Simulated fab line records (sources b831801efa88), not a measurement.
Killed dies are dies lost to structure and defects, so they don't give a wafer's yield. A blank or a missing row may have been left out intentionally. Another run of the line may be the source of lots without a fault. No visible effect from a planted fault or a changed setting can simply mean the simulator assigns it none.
fab line records	flow sky130
record lots=5	wafers=14	last_day=50
route steps=708 shown LI_CONTACT@375 LOCAL_INTERCONNECT@387 PAD_OPEN@708
lots untouched by any fault: they come from a run of this same line in which no faults occurred
start_h: start of the lot's first displayed wafer, in hours after the record's first day	wait_h: hours from the lot's prior step to this one	" unchanged from the row above	L1.1+2: several wafers, shown together as one row	- no value present, or no start provided	* or withheld: withheld	< > ~ a bound
route shown NAME@n: a module of which the file shows steps, and the number in the route of the first	usual: average and standard deviation across the fault-free wafers	same: alike in all rows	chamber/n: place in a boat	sites: each site's reading	_std_site: the values' standard deviation	_edge_site: mean of outer sites minus mean of inner sites	radius_mm: for every site, how far away it sits from the centre of the wafer	mask NAME#n: copy n	behind: the most recent tool/chamber to have shaped the wafer	hold: cause of the lot's hold/its duration in hours/its outcome	device: whichever transistor did not switch (one of n, p or np)	end of line: the route-end tests of the same wafers	step lacking rows: just its recipe	killed: not the wafer's yield, but the dies lost to structure and defects at the first sort	map: the dies of a wafer, with x for killed, . for not killed, _ for no die there
set.NAME: the run value of the setting; set.NAME@STEP: its run value at that earlier step	model.NAME: the simulator's own value behind a step, which no gauge read
lots at selected steps of the route; one table per step, one row per wafer
services: from which hour (start_h, from the record's first day; less than 0 if before it) a tool's chamber was out of use, for how many hours, and why
## steps
# step SKY_LI_CONTACT_OVL_MEAS_13
# usual LI_CONTACT_OVL=-3/5.7
lot.wafer	tool	chamber	start_h	wait_h	LI_CONTACT_OVL[nm]
L139.3	overlay-01	-	716.81	0.1	-4
L139.5	"	-	"	"	-11
L139.6	"	-	"	"	0
L144.4	overlay-01	-	747.96	0.1	-1
L144.5	"	-	"	"	3
L144.6	"	-	"	"	8
L152.3	overlay-01	-	818.74	0.1	-3
L152.4	"	-	"	"	-14
L152.6	"	-	"	"	-7
L155.2	overlay-01	-	830.36	0.1	0
L155.4	"	-	"	"	6
L159.2	overlay-02	-	857.79	0.1	-10
L159.3	"	-	"	"	3
L159.5	"	-	"	"	9
# step SKY_LI_CONTACT_ETCH_14
# recipe chemistry=N2/H2	target=BARC	ion_energy_ev=200	source_w=500	bias_w=100	pressure_mtorr=30	n2_flow_sccm=100	h2_flow_sccm=200	stop_on=SiO2	time_s=45.9	target_depth_a=600
# usual drypump_motor_current_A=5.8/0.47	oes_product_au=0.855/0.0041	throttle_valve_pct=13.225/0.0099
lot.wafer	tool	chamber	start_h	wait_h	drypump_motor_current_A	oes_product_au	rf_hours_counter_h	throttle_valve_pct
L139.3	rie_diel-03	0	716.84	0.0	5.8	0.859	47	13.214
L139.5	"	2	"	"	5.6	0.853	-	13.213
L139.6	"	3	"	"	6.3	0.856	-	13.234
L144.4	rie_diel-03	3	748.00	0.0	6.3	0.851	-	13.238
L144.5	"	1	"	"	5.3	0.857	-	13.231
L144.6	"	2	"	"	5.6	0.857	-	13.200
L152.3	rie_diel-04	2	818.76	0.0	6.2	0.848	10	13.231
L152.4	"	3	"	"	4.8	0.857	24	13.231
L152.6	"	2	"	"	6.2	0.853	-	13.223
L155.2	rie_diel-04	3	830.39	0.0	4.8	0.849	24	13.231
L155.4	"	0	"	"	5.7	0.847	12	13.235
L159.2	rie_diel-03	3	857.82	0.0	6.3	0.854	6	13.205
L159.3	"	2	"	"	5.7	0.851	2	13.214
L159.5	"	3	"	"	6.3	0.852	-	13.237
# step SKY_LI_CONTACT_ETCH_15
# recipe target=PSG	chemistry=C4F8/O2/Ar	stop_on=Si	taper_deg=4.15	mask_material=KrF-thick	source_w=1500	bias_w=1200	pressure_mtorr=40	c4f8_flow_sccm=withheld	O2_flow_sccm=6	Ar_flow_sccm=300	time_s=withheld	target_depth_a=6000
# usual oes_product_au=0.837/0.0044
lot.wafer	tool	chamber	start_h	wait_h	oes_product_au
L139.3	rie_diel-03	0	716.88	0.0	0.836
L139.5	"	2	"	"	0.833
L139.6	"	3	"	"	0.836
L144.4	rie_diel-03	3	748.06	0.0	0.843
L144.5	"	1	"	"	0.837
L144.6	"	2	"	"	0.832
L152.3	rie_diel-04	2	818.81	0.0	0.844
L152.4	"	3	"	"	0.839
L152.6	"	2	"	"	0.841
L155.2	rie_diel-04	3	830.43	0.0	0.842
L155.4	"	0	"	"	0.836
L159.2	rie_diel-03	3	857.86	0.0	0.840
L159.3	"	2	"	"	0.838
L159.5	"	3	"	"	0.830
# step SKY_LI_CONTACT_STRIP_16
# recipe chemistry=O2/N2	power_w=1400	pressure_mtorr=1500	platen_temp_c=withheld	o2_flow_sccm=3000	n2_flow_sccm=300	overash_fraction=0.5
# usual drypump_motor_current_A=5.8/0.46	oes_product_au=0.376/0.005	strip_time_to_endpoint_s=3.50/0.044
lot.wafer	tool	chamber	start_h	wait_h	drypump_motor_current_A	oes_product_au	rf_hours_counter_h	strip_time_to_endpoint_s
L139.3	plasma_asher-02	1	717.00	-	5.2	0.380	-	3.41
L139.5	"	0	"	"	5.2	0.365	-	3.45
L139.6	"	1	"	"	5.2	0.373	-	3.43
L144.4	plasma_asher-02	0	748.14	-	5.2	0.382	-	3.46
L144.5	"	1	"	"	5.2	0.378	-	3.47
L144.6	"	0	"	"	5.2	0.375	-	3.49
L152.3	plasma_asher-01	0	818.93	-	5.3	0.378	-	3.45
L152.4	"	1	"	"	6.3	0.378	-	3.55
L152.6	"	0	"	"	5.3	0.365	-	3.44
L155.2	plasma_asher-03	1	830.51	-	6.1	0.369	9	3.54
L155.4	"	1	"	"	6.0	0.384	-	3.50
L159.2	plasma_asher-03	1	857.94	-	6.1	0.373	11	3.45
L159.3	"	1	"	"	6.1	0.384	-	3.54
L159.5	"	1	"	"	6.1	0.374	-	3.48
# step SKY_LI_CONTACT_CLEAN_17
# recipe chemistry=NMP	time_s=600	temp_c=60	dry=n2_spin
# step SKY_LI_CONTACT_PRE_CLEAN_18
# recipe gas=Ar	time_s=5.6	bias_v=358
# step SKY_LI_CONTACT_SPUTTER_19
# recipe material=Ti	target_thk_nm=20	chamber_pressure_pa=5	power_w=2500	substrate_temp_c=200	time_s=106.37
# step SKY_LI_CONTACT_SPUTTER_20
# recipe material=TiN	target_thk_nm=20	chamber_pressure_pa=5	power_w=4000	time_s=80
# usual throttle_valve_pct=30.2/1.1
lot.wafer	tool	chamber	start_h	wait_h	throttle_valve_pct
L139.3	pvd_sputter-02	-	717.34	0.0	31.4
L139.5	"	-	"	"	31.9
L139.6	"	-	"	"	28.3
L144.4	pvd_sputter-04	-	748.47	0.0	30.4
L144.5	"	-	"	"	29.2
L144.6	"	-	"	"	30.5
L152.3	pvd_sputter-02	-	819.28	0.0	28.4
L152.4	"	-	"	"	31.0
L152.6	"	-	"	"	28.1
L155.2	pvd_sputter-04	-	830.89	0.0	29.1
L155.4	"	-	"	"	30.6
L159.2	pvd_sputter-04	-	858.33	0.0	29.6
L159.3	"	-	"	"	30.3
L159.5	"	-	"	"	30.3
# step SKY_LI_CONTACT_CVD_21
# recipe material=W	target_thk_nm=400	time_s=120.56	temp_c=400	pressure_torr=40
# step SKY_LI_CONTACT_RS_MEAS_22
# recipe thk_meas_gauge=four-point-probe	reads=W_of_LI_CONTACT_CVD_21+TiN_of_LI_CONTACT_SPUTTER_20+Ti_of_LI_CONTACT_SPUTTER_19
# usual LI_CONTACT_W_RS=0.282/0.0035
lot.wafer	tool	chamber	start_h	wait_h	LI_CONTACT_W_RS[ohm/sq]
L139.3	film_metro-04	-	717.56	0.1	0.284
L139.5	"	-	"	"	0.287
L139.6	"	-	"	"	0.287
L144.4	film_metro-01	-	748.72	0.1	0.279
L144.5	"	-	"	"	0.281
L144.6	"	-	"	"	0.283
L152.3	film_metro-01	-	819.51	0.1	0.279
L152.4	"	-	"	"	0.284
L152.6	"	-	"	"	0.284
L155.2	film_metro-01	-	831.09	0.1	0.278
L155.4	"	-	"	"	0.287
L159.2	film_metro-02	-	858.54	0.1	0.283
L159.3	"	-	"	"	0.283
L159.5	"	-	"	"	0.283
# step SKY_LI_CONTACT_THK_MEAS_23
# recipe thk_meas_gauge=xrf	reads=W_of_LI_CONTACT_CVD_21
# usual LI_CONTACT_W_THK=417/8.2
lot.wafer	tool	chamber	start_h	wait_h	LI_CONTACT_W_THK[nm]
L139.3	film_metro-04	-	717.66	0.1	414
L139.5	"	-	"	"	410
L139.6	"	-	"	"	408
L144.4	film_metro-01	-	748.81	0.1	419
L144.5	"	-	"	"	411
L144.6	"	-	"	"	408
L152.3	film_metro-01	-	819.61	0.1	413
L152.4	"	-	"	"	406
L152.6	"	-	"	"	406
L155.2	film_metro-01	-	831.20	0.1	415
L155.4	"	-	"	"	404
L159.2	film_metro-02	-	858.65	0.1	417
L159.3	"	-	"	"	418
L159.5	"	-	"	"	417
# step SKY_LI_CONTACT_CMP_24
# recipe stop_on=PSG	t_overpolish_s=20	down_force_psi=3.5	platen_rpm=60	target_thk_nm=0	pad_velocity_m_s=0.94248
# step SKY_LOCAL_INTERCONNECT_SPUTTER_00
# recipe material=TiN	target_thk_nm=100	temp_c=300	power_w=6500	time_s=83.3	chamber_pressure_pa=0.4
# usual susceptor_temp_C=300.02/0.18	throttle_valve_pct=29.9/0.71
lot.wafer	tool	chamber	start_h	wait_h	susceptor_temp_C	throttle_valve_pct	model.TiN_of_LOCAL_INTERCONNECT_SPUTTER_00.thk_nm
L139.3	pvd_sputter-03	-	718.00	0.1	299.73	29.9	100.6
L139.5	"	-	"	"	299.90	29.5	99.35
L139.6	"	-	"	"	300.06	28.9	100.8
L144.4	pvd_sputter-04	-	749.38	0.1	299.93	29.5	97.89
L144.5	"	-	"	"	299.79	29.8	97.86
L144.6	"	-	"	"	299.92	30.3	98.79
L152.3	pvd_sputter-01	-	819.95	0.2	299.75	30.9	102.6
L152.4	"	-	"	"	299.95	29.7	101.4
L152.6	"	-	"	"	299.96	30.9	101.7
L155.2	pvd_sputter-03	-	831.67	0.2	299.95	29.9	95.88
L155.4	"	-	"	"	299.94	29.9	98.83
L159.2	pvd_sputter-01	-	859.00	0.1	300.26	31.2	100.3
L159.3	"	-	"	"	300.05	29.6	101.7
L159.5	"	-	"	"	300.08	31.4	100.7
# step SKY_LOCAL_INTERCONNECT_RS_MEAS_01
# recipe thk_meas_gauge=four-point-probe	reads=TiN_of_LOCAL_INTERCONNECT_SPUTTER_00
# usual LOCAL_INTERCONNECT_TIN_RS=14.17/0.21
lot.wafer	tool	chamber	start_h	wait_h	LOCAL_INTERCONNECT_TIN_RS[ohm/sq]
L139.3	film_metro-02	-	718.10	0.1	14.04
L139.5	"	-	"	"	14.21
L139.6	"	-	"	"	14.02
L144.4	film_metro-02	-	749.50	0.1	14.46
L144.5	"	-	"	"	14.47
L144.6	"	-	"	"	14.34
L152.3	film_metro-02	-	820.05	0.1	13.79
L152.4	"	-	"	"	13.93
L152.6	"	-	"	"	13.91
L155.2	film_metro-02	-	831.75	0.1	14.74
L155.4	"	-	"	"	14.31
L159.2	film_metro-04	-	859.08	0.1	14.11
L159.3	"	-	"	"	13.91
L159.5	"	-	"	"	14.05
# step SKY_LOCAL_INTERCONNECT_THK_MEAS_02
# recipe thk_meas_gauge=xrf	reads=TiN_of_LOCAL_INTERCONNECT_SPUTTER_00
# usual LOCAL_INTERCONNECT_TIN_THK=100.6/1.5
lot.wafer	tool	chamber	start_h	wait_h	LOCAL_INTERCONNECT_TIN_THK[nm]
L139.3	film_metro-02	-	718.20	0.1	101.6
L139.5	"	-	"	"	100.3
L139.6	"	-	"	"	101.8
L144.4	film_metro-02	-	749.59	0.1	98.9
L144.5	"	-	"	"	99.2
L144.6	"	-	"	"	100.4
L152.3	film_metro-02	-	820.15	0.1	103.9
L152.4	"	-	"	"	102.2
L152.6	"	-	"	"	102.4
L155.2	film_metro-02	-	831.86	0.1	96.7
L155.4	"	-	"	"	99.4
L159.2	film_metro-04	-	859.19	0.1	101.0
L159.3	"	-	"	"	102.4
L159.5	"	-	"	"	101.7
# step SKY_LOCAL_INTERCONNECT_DEHYDRATE_03
# recipe temp_c=200	time_s=60
# step SKY_LOCAL_INTERCONNECT_HMDS_04
# recipe prime_time_s=60	prime_temp_c=120
# step SKY_LOCAL_INTERCONNECT_COAT_05
# recipe resist=BARC	temp_c=withheld	time_s=withheld	spin_rpm=3000	resist_thk_nm=60
# step SKY_LOCAL_INTERCONNECT_COAT_06
# recipe resist=KrF-thick	spin_rpm=3000	resist_thk_nm=450
# step SKY_LOCAL_INTERCONNECT_SOFTBAKE_07
# recipe temp_c=100	time_s=90	resist=KrF-thick
# step SKY_LOCAL_INTERCONNECT_EXPOSE_08
# recipe mask_id=LI1M	na=0.8	source_shape=annular	sigma_inner=0.55	sigma_outer=0.85	target_cd_nm=170	dose_mj=28
# step SKY_LOCAL_INTERCONNECT_PEB_09
# recipe peb_temp_c=withheld	peb_time_s=withheld	resist=KrF-thick
# step SKY_LOCAL_INTERCONNECT_DEVELOP_10
# recipe develop_time_s=60	resist=KrF-thick	dev_temp_c=21
# step SKY_LOCAL_INTERCONNECT_CD_MEAS_11
# recipe target_cd_nm=170
# usual cd_nm=170.5/1.4
lot.wafer	tool	chamber	start_h	wait_h	cd_nm
L139.3	cd_sem-02	-	746.91	-	171.1
L139.5	"	-	"	"	170.9
L139.6	"	-	"	"	169.7
L144.4	cd_sem-02	-	776.83	-	167.8
L144.5	"	-	"	"	169.3
L144.6	"	-	"	"	170.6
L152.3	cd_sem-01	-	847.02	-	170.4
L152.4	"	-	"	"	171.3
L152.6	"	-	"	"	171.4
L155.2	cd_sem-02	-	858.50	-	170.8
L155.4	"	-	"	"	170.1
L159.2	cd_sem-01	-	885.80	-	171.9
L159.3	"	-	"	"	170.5
L159.5	"	-	"	"	171.4
# step SKY_LOCAL_INTERCONNECT_OVL_MEAS_12
# usual LOCAL_INTERCONNECT_OVL=2/4.2
lot.wafer	tool	chamber	start_h	wait_h	LOCAL_INTERCONNECT_OVL[nm]
L139.3	overlay-02	-	747.00	0.1	9
L139.5	"	-	"	"	6
L139.6	"	-	"	"	6
L144.4	overlay-01	-	776.91	0.1	-1
L144.5	"	-	"	"	7
L144.6	"	-	"	"	8
L152.3	overlay-02	-	847.11	0.1	5
L152.4	"	-	"	"	-2
L152.6	"	-	"	"	2
L155.2	overlay-02	-	858.61	0.1	1
L155.4	"	-	"	"	3
L159.2	overlay-02	-	885.91	0.1	6
L159.3	"	-	"	"	5
L159.5	"	-	"	"	-3
# step SKY_LOCAL_INTERCONNECT_ETCH_13
# recipe chemistry=N2/H2	target=BARC	ion_energy_ev=200	bias_w=100	pressure_mtorr=30	n2_flow_sccm=100	h2_flow_sccm=200	icp_w=500	stop_on=SiO2	time_s=45.9	target_depth_a=600
# usual drypump_motor_current_A=5.43/0.28	he_backside_leak_sccm=3.3/0.33	oes_product_au=0.855/0.0053	throttle_valve_pct=13.224/0.0094
lot.wafer	tool	chamber	start_h	wait_h	drypump_motor_current_A	he_backside_leak_sccm	oes_product_au	rf_hours_counter_h	throttle_valve_pct
L139.3	rie_metal-01	0	747.05	0.0	5.73	3.0	0.853	-	13.212
L139.5	"	1	"	"	5.27	3.1	0.864	-	13.227
L139.6	"	0	"	"	5.73	3.0	0.867	-	13.223
L144.4	rie_metal-02	1	776.95	0.0	5.72	3.7	0.859	-	13.212
L144.5	"	1	"	"	5.72	3.6	0.861	-	13.226
L144.6	"	0	"	"	5.23	3.3	0.851	-	13.214
L152.3	rie_metal-01	1	847.16	0.0	5.29	3.2	0.851	-	13.223
L152.4	"	0	"	"	5.76	3.2	0.851	-	13.232
L152.6	"	1	"	"	5.30	3.3	0.852	-	13.214
L155.2	rie_metal-02	0	858.64	0.0	5.24	3.3	0.859	4	13.231
L155.4	"	0	"	"	5.22	3.3	0.851	-	13.228
L159.2	rie_metal-02	1	885.94	0.0	5.73	3.6	0.853	12	13.226
L159.3	"	1	"	"	5.70	3.5	0.852	-	13.227
L159.5	"	0	"	"	5.24	3.3	0.859	-	13.237
# step SKY_LOCAL_INTERCONNECT_METAL_ETCH_14
# recipe target_depth_nm=110	stop_on=PSG	chemistry=Cl2/BCl3	target=TiN	resist_sidewall_deg=88	pressure_mtorr=10	icp_w=900	bias_w=48.5	Cl2_flow_sccm=60	bcl3_flow_sccm=30	time_s=31.4
# usual drypump_motor_current_A=5.42/0.29	he_backside_leak_sccm=3.31/0.2	oes_product_au=0.941/0.0096	throttle_valve_pct=21.901/0.0087
lot.wafer	tool	chamber	start_h	wait_h	drypump_motor_current_A	he_backside_leak_sccm	oes_product_au	rf_hours_counter_h	throttle_valve_pct	model.etch.depth_nm	model.LOCAL_INTERCONNECT.feature_depth_nm
L139.3	rie_metal-01	0	747.11	0.0	5.73	3.13	0.947	-	21.901	100.6	100.6
L139.5	"	1	"	"	5.28	3.09	0.937	-	21.902	99.35	99.35
L139.6	"	0	"	"	5.73	3.17	0.949	-	21.906	100.8	100.8
L144.4	rie_metal-02	1	777.01	0.0	5.70	3.54	0.927	-	21.916	97.89	97.89
L144.5	"	1	"	"	5.71	3.44	0.932	-	21.912	97.86	97.86
L144.6	"	0	"	"	5.20	3.48	0.925	-	21.895	98.79	98.79
L152.3	rie_metal-01	1	847.22	0.0	5.26	3.07	0.953	-	21.893	102.6	102.6
L152.4	"	0	"	"	5.71	3.22	0.947	-	21.882	101.4	101.4
L152.6	"	1	"	"	5.28	3.15	0.947	-	21.888	101.7	101.7
L155.2	rie_metal-02	0	858.70	0.0	5.23	3.44	0.906	4	21.913	95.88	95.88
L155.4	"	0	"	"	5.21	3.45	0.933	-	21.896	98.83	98.83
L159.2	rie_metal-02	1	886.00	0.0	5.70	3.39	0.938	12	21.896	100.3	100.3
L159.3	"	1	"	"	5.70	3.40	0.951	-	21.909	101.7	101.7
L159.5	"	0	"	"	5.21	3.49	0.943	-	21.918	100.7	100.7
# step SKY_LOCAL_INTERCONNECT_STRIP_15
# recipe chemistry=O2/N2	power_w=1400	pressure_mtorr=1500	platen_temp_c=withheld	o2_flow_sccm=3000	n2_flow_sccm=300	overash_fraction=0.5
# step SKY_LOCAL_INTERCONNECT_STRIP_16
# recipe chemistry=post_etch_residue_remover	time_s=1200	temp_c=72.5
# usual temp_c=72.48/0.13
lot.wafer	tool	chamber	start_h	wait_h	temp_c	model.TiN_of_LOCAL_INTERCONNECT_SPUTTER_00.thk_nm
L139.3	wet_bench-02	1	747.24	0.0	72.68	100.2
L139.5	"	1	"	"	72.33	98.92
L139.6	"	1	"	"	72.67	100.4
L144.4	wet_bench-02	3	777.14	0.0	72.55	97.47
L144.5	"	3	"	"	72.54	97.44
L144.6	"	3	"	"	72.52	98.37
L152.3	wet_bench-02	3	847.35	0.0	72.34	102.2
L152.4	"	3	"	"	72.30	101
L152.6	"	3	"	"	72.57	101.3
L155.2	wet_bench-04	2	858.91	0.1	72.64	95.47
L155.4	"	2	"	"	72.53	98.41
L159.2	wet_bench-04	3	886.15	0.1	72.58	99.89
L159.3	"	3	"	"	72.66	101.2
L159.5	"	3	"	"	72.69	100.2
# step SKY_LOCAL_INTERCONNECT_CLEAN_17
# recipe chemistry=IPA	time_s=180	temp_c=25
# step SKY_PAD_OPEN_PROBE_99
lot.wafer	tool	chamber	start_h	wait_h	model.etest.res_li.line_ohm_um	model.etest.res_li.rs_ohm_sq
L139.3	prober-02	-	1114.74	0.2	74.37	12.66
L139.5	prober-02	-	1114.84	0.2	75.96	12.83
L139.6	prober-02	-	1114.89	0.2	74.81	12.66
L144.4	prober-01	-	1138.35	0.2	78.46	13.13
L144.5	prober-01	-	1138.40	0.2	77.24	13.1
L144.6	prober-01	-	1138.45	0.2	75.61	13
L152.3	prober-02	-	1186.94	0.2	73.17	12.47
L152.4	prober-02	-	1186.99	0.2	73.44	12.6
L152.6	prober-02	-	1187.09	0.2	73.4	12.57
L155.2	prober-02	-	1192.16	0.1	78.99	13.4
L155.4	prober-02	-	1192.26	0.2	76.15	12.95
L159.2	prober-02	-	1209.36	0.1	73.86	12.67
L159.3	prober-02	-	1209.41	0.2	73.59	12.56
L159.5	prober-02	-	1209.51	0.2	74.32	12.66
# killed by level:class
L139.3 CONTACT:geometric_particle:open=10 VIA2:geometric_particle:open=10 VIA1:geometric_particle:open=9 VIA1:geometric_particle:short=5 METAL3:geometric_particle:short=5 VIA3:geometric_particle:open=5 FIELD_ISO:geometric_particle:open=4 FIELD_ISO:geometric_particle:short=3
L139.5 CONTACT:geometric_particle:open=13 VIA1:geometric_particle:open=11 LOCAL_INTERCONNECT:geometric_particle:short=6 FIELD_ISO:geometric_particle:open=5 LI_CONTACT:geometric_particle:open=5 VIA1:geometric_particle:short=5 VIA2:geometric_particle:open=5 VIA3:geometric_particle:open=4
L139.6 VIA2:geometric_particle:open=9 CONTACT:geometric_particle:open=7 VIA1:geometric_particle:short=7 VIA1:geometric_particle:open=7 FIELD_ISO:geometric_particle:short=5 CONTACT:geometric_particle:short=5 VIA3:geometric_particle:short=4 METAL1:geometric_particle:short=3
L144.4 VIA1:geometric_particle:open=11 METAL1:geometric_particle:short=7 CONTACT:geometric_particle:open=6 POLY_GATE:geometric_particle:open=4 CONTACT:geometric_particle:short=4 VIA1:geometric_particle:short=4 VIA3:geometric_particle:open=4 POLY_GATE:geometric_particle:short=3
L144.5 VIA1:geometric_particle:open=11 POLY_GATE:geometric_particle:open=6 VIA2:geometric_particle:short=6 METAL2:geometric_particle:short=6 CONTACT:geometric_particle:open=5 VIA3:geometric_particle:open=5 POLY_GATE:geometric_particle:short=4 CONTACT:geometric_particle:short=4
L144.6 POLY_GATE:geometric_particle:short=8 CONTACT:geometric_particle:open=8 LI_CONTACT:geometric_particle:open=7 VIA1:geometric_particle:open=6 METAL2:geometric_particle:short=5 VIA2:geometric_particle:short=4 VIA2:geometric_particle:open=4 METAL3:geometric_particle:short=4
L152.3 CONTACT:geometric_particle:open=17 VIA1:geometric_particle:open=11 VIA2:geometric_particle:open=8 LI_CONTACT:geometric_particle:open=8 VIA3:geometric_particle:open=6 CONTACT:geometric_particle:short=4 METAL2:geometric_particle:short=4 METAL3:geometric_particle:short=4
L152.4 VIA2:geometric_particle:open=9 VIA1:geometric_particle:open=7 LI_CONTACT:geometric_particle:open=7 CONTACT:geometric_particle:open=7 VIA3:geometric_particle:open=7 VIA3:geometric_particle:short=6 FIELD_ISO:geometric_particle:open=4 POLY_GATE:geometric_particle:short=4
L152.6 CONTACT:geometric_particle:open=12 VIA1:geometric_particle:open=9 METAL2:geometric_particle:short=9 POLY_GATE:geometric_particle:short=6 VIA3:geometric_particle:open=6 FIELD_ISO:geometric_particle:open=4 VIA1:geometric_particle:short=4 METAL1:geometric_particle:short=4
L159.2 VIA1:geometric_particle:open=10 LI_CONTACT:geometric_particle:open=7 METAL2:geometric_particle:short=7 POLY_GATE:geometric_particle:open=6 CONTACT:geometric_particle:open=6 VIA3:geometric_particle:open=6 VIA1:geometric_particle:short=5 LI_CONTACT:geometric_particle:short=5
L159.3 VIA1:geometric_particle:open=10 LI_CONTACT:geometric_particle:open=8 CONTACT:geometric_particle:open=6 VIA3:geometric_particle:open=6 FIELD_ISO:geometric_particle:short=5 CONTACT:geometric_particle:short=5 POLY_GATE:geometric_particle:short=4 METAL1:geometric_particle:short=4
L159.5 VIA1:geometric_particle:open=10 CONTACT:geometric_particle:open=9 POLY_GATE:geometric_particle:open=8 VIA1:geometric_particle:short=8 METAL2:geometric_particle:short=7 LOCAL_INTERCONNECT:geometric_particle:short=6 VIA3:geometric_particle:open=5 POLY_GATE:geometric_particle:short=4
## services
tool	chamber	start_h	hours	kind
rie_diel-04	3	716.71	4.6	repair
rie_diel-03	0	727.13	-	clean
rie_diel-03	0	727.13	21.0	scheduled_down
rie_diel-03	0	727.13	21.0	vent_cycle
plasma_asher-03	-	733.75	9.0	pm
pvd_sputter-03	-	754.15	9.5	repair
rie_diel-03	2	760.36	4.0	repair
rie_diel-04	-	761.18	1.9	repair
rie_diel-04	0	764.69	8.2	repair
pvd_sputter-01	-	765.03	9.7	repair
pvd_sputter-03	-	767.52	0.8	repair
rie_diel-04	1	772.64	8.8	repair
pvd_sputter-01	-	773.39	1.7	repair
plasma_asher-01	-	774.00	2.9	repair
rie_diel-04	0	781.85	8.5	repair
rie_diel-04	0	792.73	6.9	repair
plasma_asher-02	-	797.69	3.7	repair
plasma_asher-03	-	817.45	2.9	repair
rie_metal-01	-	832.78	0.2	repair
rie_diel-04	2	853.61	1.9	repair
rie_diel-04	-	854.91	2.8	pm
wet_bench-02	-	856.77	3.8	repair
pvd_sputter-04	-	866.49	1.7	repair
plasma_asher-02	-	879.25	14.6	pm
## key
first_sign none at tools or gauges
model_effect step=SKY_LOCAL_INTERCONNECT_SPUTTER_00	value=TiN_of_LOCAL_INTERCONNECT_SPUTTER_00.thk_nm	without=98.91	struck=95.88
model_effect step=SKY_LOCAL_INTERCONNECT_METAL_ETCH_14	value=etch.depth_nm	without=98.91	struck=95.88
model_effect step=SKY_LOCAL_INTERCONNECT_STRIP_16	value=TiN_of_LOCAL_INTERCONNECT_SPUTTER_00.thk_nm	without=98.5	struck=95.47
model_effect step=SKY_PAD_OPEN_PROBE_99	value=etest.res_li.line_ohm_um	without=76.58	struck=78.99
met_at SKY_LOCAL_INTERCONNECT_SPUTTER_00
struck_wafers L155.2
sort_left_out L155.2
tester_left_out L155
onset_between 718.00 831.67
fault kind=process_parameter_drift	tool=pvd_sputter-03	chamber=-	onset_h=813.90	steps=SKY_LOCAL_INTERCONNECT_SPUTTER_00	channel=target_thk_nm	offset=-3.0303	shape=step	end_h=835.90	acts_in=these_recipes_only	stated=100	scope=struck_wafers_only
# tester_left_out: of these lots the tester's yield and bins aren't shown, on N5 and GAA mostly nor the transistor test; their killed dies are dies lost to structure and defects alone, not to doping, threshold or leakage, so they don't give the yield
# sort_left_out: the simulated sort isn't trusted on such a fault, so these wafers' sort isn't shown, and their yield isn't known
